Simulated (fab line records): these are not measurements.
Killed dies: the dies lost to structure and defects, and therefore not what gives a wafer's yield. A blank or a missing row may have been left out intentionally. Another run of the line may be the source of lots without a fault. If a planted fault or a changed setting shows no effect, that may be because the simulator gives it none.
The same fault as seen by 2 desks	flow sky130	what lay behind the numbers comes last; until then each desk has only its own

AT THE TOOL OWNER'S DESK: pvd sputter-04
At SKY_CAPM_SPUTTER_02 (material TiN, target thk 200 nm, time 166.7 s) the tool's own readings: per lot run on this tool, the mean of the sampled wafers that have a number. If a lot's mean is further than 4 standard deviations from the usual mean, the lot is out of limits and carries the mark OUT (the distance appears in the brackets).
Columns: A = cathode dc power W at SKY_CAPM_SPUTTER_02, usual 6500.2 W; B = throttle valve pct at SKY_CAPM_SPUTTER_02, usual 29.7 %
lot	first seen here	A	B
L884	day 36 18:51	6500.1	29.3
L887	day 38 00:22	6500.0	29.6
L888	day 38 05:01	6498.8	29.8
L897	day 40 18:34	6500.2	29.7
L898	day 40 21:33	6500.1	30.4
L900	day 41 16:49	6499.5	29.3
L902	day 42 04:16	6499.9	29.5
L903	day 42 16:24	6500.4	29.9
Finding of this desk: none of the 8 lots has anything out of limits.

FROM THE METROLOGY DESK
Means of the sampled wafers that have a number, per lot and without regard to the tool the lot ran on: this is what the gauges read. If a lot's mean is further than 4 standard deviations from the usual mean, the lot is out of limits and carries the mark OUT (the distance appears in the brackets).
Columns: A = CAPM_TIN_RS at SKY_CAPM_RS_MEAS_03, usual 6.91 ohm/sq; B = CAPM_TIN_THK at SKY_CAPM_THK_MEAS_04, usual 199 nm
lot	first seen here	A	B
L882	day 36 07:52	6.91	199
L884	day 36 18:57	7.08	196
L886	day 37 13:55	7.02	198
L887	day 38 00:28	6.71	205
L888	day 38 05:08	6.72	204
L895	day 40 08:44	6.74	204
L897	day 40 18:40	6.81	202
L898	day 40 21:40	6.94	198
L899	day 41 08:19	6.86	200
L900	day 41 16:56	6.79	202
L901	day 41 23:53	7.02	197
L902	day 42 04:22	6.81	202
L903	day 42 16:32	6.90	200
L904	day 42 17:49	6.82	201
Finding of this desk: none of the 14 lots has anything out of limits.

ALL TOGETHER
The tool owner's desk saw nothing out of limits.
From the metrology desk's view, nothing was out of limits.

WHAT THE SIMULATOR PUT IN
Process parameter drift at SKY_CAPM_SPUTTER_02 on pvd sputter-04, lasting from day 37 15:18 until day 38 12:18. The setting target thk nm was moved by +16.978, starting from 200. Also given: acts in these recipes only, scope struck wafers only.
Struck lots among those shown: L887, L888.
